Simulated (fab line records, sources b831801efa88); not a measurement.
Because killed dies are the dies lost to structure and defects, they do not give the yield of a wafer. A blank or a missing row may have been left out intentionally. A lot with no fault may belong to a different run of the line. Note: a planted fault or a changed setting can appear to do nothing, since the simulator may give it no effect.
Which of the tools did it? :: flow sfqLine :: 15 lots with 45 wafers sampled at 6 steps, on a route of 325 steps

WHAT THE GAUGES SHOWED, per wafer
SFQ_I1_OVL_MEAS_913.
lot: L147
measured: day 18 16:25
on: overlay-02
I1_OVL (nm): -5 -11 -14

lot: L149
measured: day 19 10:31
on: overlay-01
I1_OVL (nm): -5 -5 11

lot: L151
measured: day 20 05:43
on: overlay-01
I1_OVL (nm): -4 9 -3

lot: L154
measured: day 22 01:26
on: overlay-02
I1_OVL (nm): -12 -3 -4

lot: L155
measured: day 22 08:37
on: overlay-02
I1_OVL (nm): 2 5 13

lot: L157
measured: day 23 18:14
on: overlay-02
I1_OVL (nm): -2 1 -1

lot: L158
measured: day 24 06:13
on: overlay-01
I1_OVL (nm): - - -

lot: L159
measured: day 24 09:49
on: overlay-01
I1_OVL (nm): - - -

lot: L160
measured: day 24 14:37
on: overlay-01
I1_OVL (nm): - - -

lot: L161
measured: day 24 21:49
on: overlay-02
I1_OVL (nm): 1 5 5

lot: L166
measured: day 26 22:35
on: overlay-02
I1_OVL (nm): 5 14 9

lot: L167
measured: day 27 05:29
on: overlay-02
I1_OVL (nm): 8 6 1

lot: L168
measured: day 27 16:24
on: overlay-01
I1_OVL (nm): -3 -1 5

lot: L169
measured: day 33 21:36
on: overlay-01
I1_OVL (nm): 11 10 12

lot: L170
measured: day 34 06:07
on: overlay-02
I1_OVL (nm): 5 -4 -1

TOOL THAT RAN EACH LOT (tool first, then ch and the chambers of the sampled wafers, then the start)
lot: L147
SFQ_TRILAYER_L0_BARC_OPEN_METAL_ETCH_010: rieMetal-01 ch 0,1, day 2 13:13
SFQ_TRILAYER_L0_ETCH_METAL_ETCH_008: rieMetal-01 ch 0,1, day 2 13:17
SFQ_TRILAYER_L0_VIA_LITHO_EXPOSE_014: krfScanner-02 ch 0, day 5 04:35
SFQ_TRILAYER_L0_VIA_ETCH_VIA_ETCH_016: rieDiel-03 ch 0,3, day 5 05:57
SFQ_TRILAYER_I0_DEP_PECVD_027: pecvd-01 ch 0,1,2, day 8 15:06

lot: L149
SFQ_TRILAYER_L0_BARC_OPEN_METAL_ETCH_010: rieMetal-04 ch 0,1, day 2 22:50
SFQ_TRILAYER_L0_ETCH_METAL_ETCH_008: rieMetal-04 ch 0,1, day 2 22:53
SFQ_TRILAYER_L0_VIA_LITHO_EXPOSE_014: krfScanner-02 ch 0, day 5 16:47
SFQ_TRILAYER_L0_VIA_ETCH_VIA_ETCH_016: rieDiel-03 ch 0,2, day 5 17:57
SFQ_TRILAYER_I0_DEP_PECVD_027: pecvd-04 ch 0,1,2, day 9 04:34

lot: L151
SFQ_TRILAYER_L0_BARC_OPEN_METAL_ETCH_010: rieMetal-01 ch 0,1, day 3 10:49
SFQ_TRILAYER_L0_ETCH_METAL_ETCH_008: rieMetal-01 ch 0,1, day 3 10:53
SFQ_TRILAYER_L0_VIA_LITHO_EXPOSE_014: krfScanner-02 ch 0, day 6 04:35
SFQ_TRILAYER_L0_VIA_ETCH_VIA_ETCH_016: rieDiel-01 ch 0,2,3, day 6 05:58
SFQ_TRILAYER_I0_DEP_PECVD_027: pecvd-01 ch 0,1,2, day 9 18:42

lot: L154
SFQ_TRILAYER_L0_BARC_OPEN_METAL_ETCH_010: rieMetal-03 ch 0,1, day 4 04:25
SFQ_TRILAYER_L0_ETCH_METAL_ETCH_008: rieMetal-03 ch 0,1, day 4 04:28
SFQ_TRILAYER_L0_VIA_LITHO_EXPOSE_014: krfScanner-02 ch 0, day 7 06:01
SFQ_TRILAYER_L0_VIA_ETCH_VIA_ETCH_016: rieDiel-03 ch 0,1,2, day 7 06:59
SFQ_TRILAYER_I0_DEP_PECVD_027: pecvd-03 ch 0,1,2, day 11 00:32

lot: L155
SFQ_TRILAYER_L0_BARC_OPEN_METAL_ETCH_010: rieMetal-04 ch 0,1, day 4 09:11
SFQ_TRILAYER_L0_ETCH_METAL_ETCH_008: rieMetal-04 ch 0,1, day 4 09:15
SFQ_TRILAYER_L0_VIA_LITHO_EXPOSE_014: krfScanner-02 ch 0, day 7 10:13
SFQ_TRILAYER_L0_VIA_ETCH_VIA_ETCH_016: rieDiel-02 ch 0,2,3, day 7 11:47
SFQ_TRILAYER_I0_DEP_PECVD_027: pecvd-03 ch 0,2, day 11 06:30

lot: L157
SFQ_TRILAYER_L0_BARC_OPEN_METAL_ETCH_010: rieMetal-03 ch 0,1, day 4 21:19
SFQ_TRILAYER_L0_ETCH_METAL_ETCH_008: rieMetal-03 ch 0,1, day 4 21:22
SFQ_TRILAYER_L0_VIA_LITHO_EXPOSE_014: krfScanner-02 ch 0, day 7 23:49
SFQ_TRILAYER_L0_VIA_ETCH_VIA_ETCH_016: rieDiel-03 ch 0,1,3, day 8 00:59
SFQ_TRILAYER_I0_DEP_PECVD_027: pecvd-04 ch 0,1,2, day 11 19:43

lot: L158
SFQ_TRILAYER_L0_BARC_OPEN_METAL_ETCH_010: rieMetal-01 ch 0,1, day 5 00:53
SFQ_TRILAYER_L0_ETCH_METAL_ETCH_008: rieMetal-01 ch 0,1, day 5 00:57
SFQ_TRILAYER_L0_VIA_LITHO_EXPOSE_014: krfScanner-02, day 8 05:37
SFQ_TRILAYER_L0_VIA_ETCH_VIA_ETCH_016: rieDiel-01 ch 0,1,2, day 8 06:59
SFQ_TRILAYER_I0_DEP_PECVD_027: pecvd-01 ch 0,2, day 12 05:19

lot: L159
SFQ_TRILAYER_L0_BARC_OPEN_METAL_ETCH_010: rieMetal-01 ch 0,1, day 5 03:17
SFQ_TRILAYER_L0_ETCH_METAL_ETCH_008: rieMetal-01 ch 0,1, day 5 03:21
SFQ_TRILAYER_L0_VIA_LITHO_EXPOSE_014: krfScanner-02, day 8 10:25
SFQ_TRILAYER_L0_VIA_ETCH_VIA_ETCH_016: rieDiel-03 ch 1,2,3, day 8 11:47
SFQ_TRILAYER_I0_DEP_PECVD_027: pecvd-01 ch 1,2, day 12 08:54

lot: L160
SFQ_TRILAYER_L0_BARC_OPEN_METAL_ETCH_010: rieMetal-01 ch 0,1, day 5 09:17
SFQ_TRILAYER_L0_ETCH_METAL_ETCH_008: rieMetal-01 ch 0,1, day 5 09:21
SFQ_TRILAYER_L0_VIA_LITHO_EXPOSE_014: krfScanner-02, day 8 15:01
SFQ_TRILAYER_L0_VIA_ETCH_VIA_ETCH_016: rieDiel-03 ch 0,1,3, day 8 16:35
SFQ_TRILAYER_I0_DEP_PECVD_027: pecvd-01 ch 0,1, day 12 16:07

lot: L161
SFQ_TRILAYER_L0_BARC_OPEN_METAL_ETCH_010: rieMetal-01 ch 0,1, day 5 15:17
SFQ_TRILAYER_L0_ETCH_METAL_ETCH_008: rieMetal-01 ch 0,1, day 5 15:21
SFQ_TRILAYER_L0_VIA_LITHO_EXPOSE_014: krfScanner-02 ch 0, day 8 22:13
SFQ_TRILAYER_L0_VIA_ETCH_VIA_ETCH_016: rieDiel-01 ch 0,1,3, day 8 23:47
SFQ_TRILAYER_I0_DEP_PECVD_027: pecvd-04 ch 0,1,2, day 12 23:18

lot: L166
SFQ_TRILAYER_L0_BARC_OPEN_METAL_ETCH_010: rieMetal-03 ch 0,1, day 6 14:50
SFQ_TRILAYER_L0_ETCH_METAL_ETCH_008: rieMetal-03 ch 0,1, day 6 14:54
SFQ_TRILAYER_L0_VIA_LITHO_EXPOSE_014: krfScanner-02 ch 0, day 10 05:25
SFQ_TRILAYER_L0_VIA_ETCH_VIA_ETCH_016: rieDiel-01 ch 0,1,3, day 10 06:47
SFQ_TRILAYER_I0_DEP_PECVD_027: pecvd-03 ch 0,2, day 14 07:45

lot: L167
SFQ_TRILAYER_L0_BARC_OPEN_METAL_ETCH_010: rieMetal-03 ch 0,1, day 6 20:52
SFQ_TRILAYER_L0_ETCH_METAL_ETCH_008: rieMetal-03 ch 0,1, day 6 20:55
SFQ_TRILAYER_L0_VIA_LITHO_EXPOSE_014: krfScanner-02 ch 0, day 10 11:37
SFQ_TRILAYER_L0_VIA_ETCH_VIA_ETCH_016: rieDiel-03 ch 0,1,2, day 10 12:47
SFQ_TRILAYER_I0_DEP_PECVD_027: pecvd-03 ch 0,2, day 14 12:47

lot: L168
SFQ_TRILAYER_L0_BARC_OPEN_METAL_ETCH_010: rieMetal-04 ch 0, day 7 00:26
SFQ_TRILAYER_L0_ETCH_METAL_ETCH_008: rieMetal-04 ch 0, day 7 00:30
SFQ_TRILAYER_L0_VIA_LITHO_EXPOSE_014: krfScanner-02 ch 0, day 10 13:49
SFQ_TRILAYER_L0_VIA_ETCH_VIA_ETCH_016: rieDiel-02 ch 1,2,3, day 10 15:11
SFQ_TRILAYER_I0_DEP_PECVD_027: pecvd-01 ch 0,1, day 14 15:02

lot: L169
SFQ_TRILAYER_L0_BARC_OPEN_METAL_ETCH_010: rieMetal-01 ch 0,1, day 7 07:38
SFQ_TRILAYER_L0_ETCH_METAL_ETCH_008: rieMetal-01 ch 0,1, day 7 07:43
SFQ_TRILAYER_L0_VIA_LITHO_EXPOSE_014: krfScanner-02 ch 0, day 10 23:13
SFQ_TRILAYER_L0_VIA_ETCH_VIA_ETCH_016: rieDiel-01 ch 1,2, day 11 00:47
SFQ_TRILAYER_I0_DEP_PECVD_027: pecvd-01 ch 0,1,2, day 15 05:26

lot: L170
SFQ_TRILAYER_L0_BARC_OPEN_METAL_ETCH_010: rieMetal-03 ch 0,1, day 7 10:02
SFQ_TRILAYER_L0_ETCH_METAL_ETCH_008: rieMetal-03 ch 0,1, day 7 10:06
SFQ_TRILAYER_L0_VIA_LITHO_EXPOSE_014: krfScanner-02 ch 0, day 11 03:38 or earlier
SFQ_TRILAYER_L0_VIA_ETCH_VIA_ETCH_016: rieDiel-02 ch 0,1,2, day 11 03:38
SFQ_TRILAYER_I0_DEP_PECVD_027: pecvd-01 ch 1,2, day 15 10:14
- SFQ_TRILAYER_L0_BARC_OPEN_METAL_ETCH_010: etches BARC in O2, target depth 125 nm, time 41.7 s.
- SFQ_TRILAYER_L0_ETCH_METAL_ETCH_008: etches MoNx KI in SF6/O2, stops on SiO2, target depth 50 nm, time 25 s.
- SFQ_TRILAYER_L0_VIA_LITHO_EXPOSE_014: exposes mask L0V, target cd 700 nm.
- SFQ_TRILAYER_L0_VIA_ETCH_VIA_ETCH_016: etches SiO2 in CHF3, stops on MoNx KI, target depth 80 nm.
- SFQ_TRILAYER_I0_DEP_PECVD_027: deposits SiO2 from SiH4/N2O, time 111.11 s, target thk 500 nm.

AS READ BY THE TOOLS THEMSELVES (means over the sampled wafers that have a number; for cases with no such wafer, the mark the record gives instead)
SFQ_TRILAYER_L0_BARC_OPEN_METAL_ETCH_010.
lot: L147
tool: rieMetal-01
biasW (W): 80.01
chamberPressureMTorr (mTorr): 9.994
drypumpMotorCurrentA (A): 5.5
heBacksideLeakSccm (sccm): 3.34
oesProductAu (a.u.): 0.683

lot: L149
tool: rieMetal-04
biasW (W): 79.97
chamberPressureMTorr (mTorr): 10.000
drypumpMotorCurrentA (A): 5.3
heBacksideLeakSccm (sccm): 3.72
oesProductAu (a.u.): 0.685

lot: L151
tool: rieMetal-01
biasW (W): 80.04
chamberPressureMTorr (mTorr): 10.004
drypumpMotorCurrentA (A): 5.5
heBacksideLeakSccm (sccm): 3.30
oesProductAu (a.u.): 0.684

lot: L154
tool: rieMetal-03
biasW (W): 80.08
chamberPressureMTorr (mTorr): 10.003
drypumpMotorCurrentA (A): 5.4
heBacksideLeakSccm (sccm): 3.60
oesProductAu (a.u.): 0.683

lot: L155
tool: rieMetal-04
biasW (W): 80.01
chamberPressureMTorr (mTorr): 9.991
drypumpMotorCurrentA (A): 5.2
heBacksideLeakSccm (sccm): 3.67
oesProductAu (a.u.): 0.686

lot: L157
tool: rieMetal-03
biasW (W): 80.16
chamberPressureMTorr (mTorr): 9.994
drypumpMotorCurrentA (A): 5.1
heBacksideLeakSccm (sccm): 3.66
oesProductAu (a.u.): 0.683

lot: L158
tool: rieMetal-01
biasW (W): -
chamberPressureMTorr (mTorr): -
drypumpMotorCurrentA (A): -
heBacksideLeakSccm (sccm): -
oesProductAu (a.u.): -

lot: L159
tool: rieMetal-01
biasW (W): -
chamberPressureMTorr (mTorr): -
drypumpMotorCurrentA (A): -
heBacksideLeakSccm (sccm): -
oesProductAu (a.u.): -

lot: L160
tool: rieMetal-01
biasW (W): -
chamberPressureMTorr (mTorr): -
drypumpMotorCurrentA (A): -
heBacksideLeakSccm (sccm): -
oesProductAu (a.u.): -

lot: L161
tool: rieMetal-01
biasW (W): 80.03
chamberPressureMTorr (mTorr): 10.001
drypumpMotorCurrentA (A): 5.5
heBacksideLeakSccm (sccm): 3.57
oesProductAu (a.u.): 0.690

lot: L166
tool: rieMetal-03
biasW (W): 80.07
chamberPressureMTorr (mTorr): 10.001
drypumpMotorCurrentA (A): 5.1
heBacksideLeakSccm (sccm): 3.32
oesProductAu (a.u.): 0.681

lot: L167
tool: rieMetal-03
biasW (W): 80.39
chamberPressureMTorr (mTorr): 10.001
drypumpMotorCurrentA (A): 5.5
heBacksideLeakSccm (sccm): 3.49
oesProductAu (a.u.): 0.686

lot: L168
tool: rieMetal-04
biasW (W): 79.87
chamberPressureMTorr (mTorr): 10.008
drypumpMotorCurrentA (A): 5.0
heBacksideLeakSccm (sccm): 3.44
oesProductAu (a.u.): 0.686

lot: L169
tool: rieMetal-01
biasW (W): 79.68
chamberPressureMTorr (mTorr): 10.000
drypumpMotorCurrentA (A): 5.3
heBacksideLeakSccm (sccm): 3.43
oesProductAu (a.u.): 0.682

lot: L170
tool: rieMetal-03
biasW (W): 80.01
chamberPressureMTorr (mTorr): 9.998
drypumpMotorCurrentA (A): 5.1
heBacksideLeakSccm (sccm): 3.46
oesProductAu (a.u.): 0.682

SFQ_TRILAYER_L0_ETCH_METAL_ETCH_008.
lot: L147
tool: rieMetal-01
biasW (W): 80.00
chamberPressureMTorr (mTorr): 9.999
drypumpMotorCurrentA (A): 5.5
heBacksideLeakSccm (sccm): 3.30
oesProductAu (a.u.): 0.874

lot: L149
tool: rieMetal-04
biasW (W): 79.79
chamberPressureMTorr (mTorr): 9.996
drypumpMotorCurrentA (A): 5.3
heBacksideLeakSccm (sccm): 3.60
oesProductAu (a.u.): 0.867

lot: L151
tool: rieMetal-01
biasW (W): 79.81
chamberPressureMTorr (mTorr): 10.004
drypumpMotorCurrentA (A): 5.5
heBacksideLeakSccm (sccm): 3.42
oesProductAu (a.u.): 0.868

lot: L154
tool: rieMetal-03
biasW (W): 80.19
chamberPressureMTorr (mTorr): 9.991
drypumpMotorCurrentA (A): 5.4
heBacksideLeakSccm (sccm): 3.61
oesProductAu (a.u.): 0.872

lot: L155
tool: rieMetal-04
biasW (W): 80.22
chamberPressureMTorr (mTorr): 10.007
drypumpMotorCurrentA (A): 5.1
heBacksideLeakSccm (sccm): 3.47
oesProductAu (a.u.): 0.875

lot: L157
tool: rieMetal-03
biasW (W): 79.78
chamberPressureMTorr (mTorr): 9.998
drypumpMotorCurrentA (A): 5.1
heBacksideLeakSccm (sccm): 3.54
oesProductAu (a.u.): 0.865

lot: L158
tool: rieMetal-01
biasW (W): 80.14
chamberPressureMTorr (mTorr): 10.000
drypumpMotorCurrentA (A): 5.5
heBacksideLeakSccm (sccm): 3.51
oesProductAu (a.u.): 0.375

lot: L159
tool: rieMetal-01
biasW (W): 80.05
chamberPressureMTorr (mTorr): 10.002
drypumpMotorCurrentA (A): 5.5
heBacksideLeakSccm (sccm): 3.49
oesProductAu (a.u.): 0.377

lot: L160
tool: rieMetal-01
biasW (W): 80.07
chamberPressureMTorr (mTorr): 9.995
drypumpMotorCurrentA (A): 5.3
heBacksideLeakSccm (sccm): 3.48
oesProductAu (a.u.): 0.369

lot: L161
tool: rieMetal-01
biasW (W): 80.08
chamberPressureMTorr (mTorr): 9.997
drypumpMotorCurrentA (A): 5.5
heBacksideLeakSccm (sccm): 3.45
oesProductAu (a.u.): 0.879

lot: L166
tool: rieMetal-03
biasW (W): 80.15
chamberPressureMTorr (mTorr): 9.996
drypumpMotorCurrentA (A): 5.1
heBacksideLeakSccm (sccm): 3.35
oesProductAu (a.u.): 0.871

lot: L167
tool: rieMetal-03
biasW (W): 79.75
chamberPressureMTorr (mTorr): 10.003
drypumpMotorCurrentA (A): 5.4
heBacksideLeakSccm (sccm): 3.57
oesProductAu (a.u.): 0.869

lot: L168
tool: rieMetal-04
biasW (W): 79.94
chamberPressureMTorr (mTorr): 9.989
drypumpMotorCurrentA (A): 5.0
heBacksideLeakSccm (sccm): 3.50
oesProductAu (a.u.): 0.881

lot: L169
tool: rieMetal-01
biasW (W): 79.95
chamberPressureMTorr (mTorr): 10.000
drypumpMotorCurrentA (A): 5.3
heBacksideLeakSccm (sccm): 3.42
oesProductAu (a.u.): 0.878

lot: L170
tool: rieMetal-03
biasW (W): 80.06
chamberPressureMTorr (mTorr): 10.001
drypumpMotorCurrentA (A): 5.1
heBacksideLeakSccm (sccm): 3.68
oesProductAu (a.u.): 0.873

SFQ_TRILAYER_L0_VIA_LITHO_EXPOSE_014.
lot: L147
tool: krfScanner-02
exposureDoseMJCm2: 21.300
focusOffsetNm (nm): 0.0

lot: L149
tool: krfScanner-02
exposureDoseMJCm2: 21.287
focusOffsetNm (nm): 0.0

lot: L151
tool: krfScanner-02
exposureDoseMJCm2: 21.323
focusOffsetNm (nm): 1.1

lot: L154
tool: krfScanner-02
exposureDoseMJCm2: 21.307
focusOffsetNm (nm): -0.3

lot: L155
tool: krfScanner-02
exposureDoseMJCm2: 21.299
focusOffsetNm (nm): 0.1

lot: L157
tool: krfScanner-02
exposureDoseMJCm2: 21.298
focusOffsetNm (nm): 0.0

lot: L158
tool: krfScanner-02
exposureDoseMJCm2: -
focusOffsetNm (nm): -

lot: L159
tool: krfScanner-02
exposureDoseMJCm2: -
focusOffsetNm (nm): -

lot: L160
tool: krfScanner-02
exposureDoseMJCm2: -
focusOffsetNm (nm): -

lot: L161
tool: krfScanner-02
exposureDoseMJCm2: 21.307
focusOffsetNm (nm): -0.6

lot: L166
tool: krfScanner-02
exposureDoseMJCm2: 21.314
focusOffsetNm (nm): -0.6

lot: L167
tool: krfScanner-02
exposureDoseMJCm2: 21.298
focusOffsetNm (nm): 0.2

lot: L168
tool: krfScanner-02
exposureDoseMJCm2: 21.282
focusOffsetNm (nm): -0.2

lot: L169
tool: krfScanner-02
exposureDoseMJCm2: 21.292
focusOffsetNm (nm): -0.5

lot: L170
tool: krfScanner-02
exposureDoseMJCm2: 21.302
focusOffsetNm (nm): -0.3

SFQ_TRILAYER_L0_VIA_ETCH_VIA_ETCH_016.
lot: L147
tool: rieDiel-03
biasW (W): 79.78
chamberPressureMTorr (mTorr): 30.01
drypumpMotorCurrentA (A): 6.1
oesProductAu (a.u.): 0.843

lot: L149
tool: rieDiel-03
biasW (W): 79.90
chamberPressureMTorr (mTorr): 29.97
drypumpMotorCurrentA (A): 6.2
oesProductAu (a.u.): 0.851

lot: L151
tool: rieDiel-01
biasW (W): 80.03
chamberPressureMTorr (mTorr): 29.99
drypumpMotorCurrentA (A): 5.8
oesProductAu (a.u.): 0.850

lot: L154
tool: rieDiel-03
biasW (W): 80.07
chamberPressureMTorr (mTorr): 30.00
drypumpMotorCurrentA (A): 5.9
oesProductAu (a.u.): 0.850

lot: L155
tool: rieDiel-02
biasW (W): 79.80
chamberPressureMTorr (mTorr): 29.98
drypumpMotorCurrentA (A): 5.8
oesProductAu (a.u.): 0.840

lot: L157
tool: rieDiel-03
biasW (W): 79.85
chamberPressureMTorr (mTorr): 30.04
drypumpMotorCurrentA (A): 5.9
oesProductAu (a.u.): 0.843

lot: L158
tool: rieDiel-01
biasW (W): 79.68
chamberPressureMTorr (mTorr): 30.01
drypumpMotorCurrentA (A): 5.7
oesProductAu (a.u.): 0.375

lot: L159
tool: rieDiel-03
biasW (W): 80.18
chamberPressureMTorr (mTorr): 30.01
drypumpMotorCurrentA (A): 6.0
oesProductAu (a.u.): 0.378

lot: L160
tool: rieDiel-03
biasW (W): 79.98
chamberPressureMTorr (mTorr): 30.02
drypumpMotorCurrentA (A): 5.9
oesProductAu (a.u.): 0.377

lot: L161
tool: rieDiel-01
biasW (W): 79.91
chamberPressureMTorr (mTorr): 30.00
drypumpMotorCurrentA (A): 5.8
oesProductAu (a.u.): 0.848

lot: L166
tool: rieDiel-01
biasW (W): 79.80
chamberPressureMTorr (mTorr): 29.98
drypumpMotorCurrentA (A): 5.7
oesProductAu (a.u.): 0.842

lot: L167
tool: rieDiel-03
biasW (W): 80.05
chamberPressureMTorr (mTorr): 29.99
drypumpMotorCurrentA (A): 5.9
oesProductAu (a.u.): 0.848

lot: L168
tool: rieDiel-02
biasW (W): 79.95
chamberPressureMTorr (mTorr): 30.01
drypumpMotorCurrentA (A): 5.9
oesProductAu (a.u.): 0.833

lot: L169
tool: rieDiel-01
biasW (W): 80.05
chamberPressureMTorr (mTorr): 29.99
drypumpMotorCurrentA (A): 5.6
oesProductAu (a.u.): 0.844

lot: L170
tool: rieDiel-02
biasW (W): 80.44
chamberPressureMTorr (mTorr): 29.99
drypumpMotorCurrentA (A): 5.6
oesProductAu (a.u.): 0.836

SFQ_TRILAYER_I0_DEP_PECVD_027.
lot: L147
tool: pecvd-01
heaterPowerW (W): 78
throttleValvePct (%): 26.0

lot: L149
tool: pecvd-04
heaterPowerW (W): 87
throttleValvePct (%): 23.7

lot: L151
tool: pecvd-01
heaterPowerW (W): 77
throttleValvePct (%): 26.1

lot: L154
tool: pecvd-03
heaterPowerW (W): 71
throttleValvePct (%): 25.3

lot: L155
tool: pecvd-03
heaterPowerW (W): 70
throttleValvePct (%): 25.4

lot: L157
tool: pecvd-04
heaterPowerW (W): 80
throttleValvePct (%): 23.9

lot: L158
tool: pecvd-01
heaterPowerW (W): 69
throttleValvePct (%): 25.7

lot: L159
tool: pecvd-01
heaterPowerW (W): 78
throttleValvePct (%): 25.9

lot: L160
tool: pecvd-01
heaterPowerW (W): 76
throttleValvePct (%): 26.0

lot: L161
tool: pecvd-04
heaterPowerW (W): 83
throttleValvePct (%): 23.8

lot: L166
tool: pecvd-03
heaterPowerW (W): 75
throttleValvePct (%): 25.7

lot: L167
tool: pecvd-03
heaterPowerW (W): 78
throttleValvePct (%): 25.8

lot: L168
tool: pecvd-01
heaterPowerW (W): 77
throttleValvePct (%): 26.1

lot: L169
tool: pecvd-01
heaterPowerW (W): 71
throttleValvePct (%): 25.9

lot: L170
tool: pecvd-01
heaterPowerW (W): 81
throttleValvePct (%): 25.8

THE ANSWER, worked out from the rows above alone
Rule: the lots themselves supply what counts as usual. Put in order of their means at a reading, lots are off if they are a third of the lots or fewer, leave a main group of 4 or more, and stand apart from it by a gap of 3 or more times the standard deviation of the main group's means; of several such gaps the widest counts. If all means in a main group match to the digits the tables above print for the reading, that group is not used. Also off: a lot with no number at a reading for which 4 or more lots have one. The other lots that the step has rows for count as sound. Order of review: gauges by route order, followed by the tools' own readings, for which a lot's mean as printed above is used. The first step at which some lot is off is used, and at that step the reading that is off furthest; a lot without a number counts as furthest.
Off: at SFQ_I1_OVL_MEAS_913 (I1_OVL), L158, L159, L160. Without a number there: L158, L159, L160. Mean 2 nm and standard deviation 5.8 in the main group.
A tool fits if, at a process step before that reading, it ran every lot that is off, and no sound lot after the first of them. The gauges at SFQ_I1_OVL_MEAS_913 aren't tried: what is off there is off at SFQ_TRILAYER_L0_BARC_OPEN_METAL_ETCH_010 too, on other tools, and a gauge's error can't cause that. With no start given for some of its lots, SFQ_TRILAYER_L0_VIA_LITHO_EXPOSE_014 uses the hours and lot order of SFQ_TRILAYER_L0_VIA_ETCH_VIA_ETCH_016. No candidate that was tried fits.

WHAT THE SIMULATOR HAD INSERTED
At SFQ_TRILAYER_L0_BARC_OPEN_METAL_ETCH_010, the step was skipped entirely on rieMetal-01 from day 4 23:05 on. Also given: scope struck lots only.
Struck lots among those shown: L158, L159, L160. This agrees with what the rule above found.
